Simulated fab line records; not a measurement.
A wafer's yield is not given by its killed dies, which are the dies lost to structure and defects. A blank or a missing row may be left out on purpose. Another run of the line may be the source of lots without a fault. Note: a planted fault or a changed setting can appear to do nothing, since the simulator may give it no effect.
A struck lot beside a sound one || flow gf180mcu || 16 out of 602 route steps
Sound: the wafers L641.1, L641.2, L641.5. The struck wafers were L658.1, L658.2, L658.3. The cause is given at the end.
Each step with rows lists, per side, the tool, then ch with its chambers, then its first start. Under that, the readings that differ: sound wafers || struck wafers || difference of the means || sigmas: that difference in standard deviations of wafers without a fault.
alike: a reading whose means differ by less than 2 such deviations, as well as words and numbers matching on both sides. not compared: withheld readings; readings where some wafer has no value; bounds like >300 that might hide an equal value; numbers whose values overlap and for which the record gives no deviation.
A row with sigmas, a row that says differs or no value, or rows on one side alone: a step with any of these is where the two part. Non-overlapping numbers with no deviation appear without sigmas and do not part them. A reading missing from all wafers of one side parts the sides only when that side holds two or more wafers.

GF_NSD_CD_MEAS_07: target cd 400 nm.
  struck on cdSem-01, day 21 05:44; sound on cdSem-01, day 15 05:59
  alike: cdNm
GF_NSD_OVL_MEAS_08:
  struck on overlay-01, day 21 05:51; sound on overlay-02, day 15 06:07
  alike: NSD_OVL
then, 2 steps without rows for these wafers: GF_NSD_IMPLANT_09; GF_NSD_IMPLANT_10.
GF_NSD_STRIP_11: strips in O2/N2.
  sound on plasmaAsher-03 ch 0,1, day 15 06:26; struck on plasmaAsher-03 ch 0,1, day 21 06:11
  alike: drypumpMotorCurrentA, heaterPowerW, oesProductAu, stripTimeToEndpointS
  not compared: rfHoursCounterH
GF_NSD_TW_MEAS_12:
  struck on filmMetro-01, day 21 06:17; sound on filmMetro-03, day 15 06:32
  alike: NSD_TW
then, 6 steps without rows for these wafers: GF_PSD_DEHYDRATE_00 (time 60 s); GF_PSD_HMDS_01 (prime time 60 s); GF_PSD_COAT_02 (resist thk 1000 nm); GF_PSD_SOFTBAKE_03 (time 60 s); GF_PSD_EXPOSE_04 (exposes mask Pplus, target cd 400 nm); GF_PSD_PEB_05.
GF_PSD_DEVELOP_06: develop time 60 s.
  sound on lithoTrack-01 ch 0, day 16 03:57; struck on lithoTrack-01 ch 0, day 22 06:17
{"reading": "developerTempC (C)", "sound": "22.98 22.89 22.94", "struck": "25.00 25.27 25.27", "difference": "+2.24", "sigmas": "+23"}
  alike: exhaustPa, resistLineTempC
GF_PSD_CD_MEAS_07: target cd 400 nm.
  struck on cdSem-01, day 22 06:26; sound on cdSem-02, day 16 04:06
  alike: cdNm
GF_PSD_OVL_MEAS_08:
  struck on overlay-01, day 22 06:34; sound on overlay-02, day 16 04:13
{"reading": "PSD_OVL (nm)", "sound": "-0.4 1.4 0.2", "struck": "3.8 3.7 4.1", "difference": "+3.5", "sigmas": "+2"}
GF_PASSIVATION_PROBE_99:
  the record holds rows for the sound wafers here (prober-02, day 30 17:07) but none for the struck ones

== WHERE THEY PART ==
At GF_PSD_DEVELOP_06 first; at GF_PASSIVATION_PROBE_99 last (within this record only).

WHY: whatever the simulator had introduced
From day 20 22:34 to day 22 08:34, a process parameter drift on lithoTrack-01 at GF_PSD_DEVELOP_06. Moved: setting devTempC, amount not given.
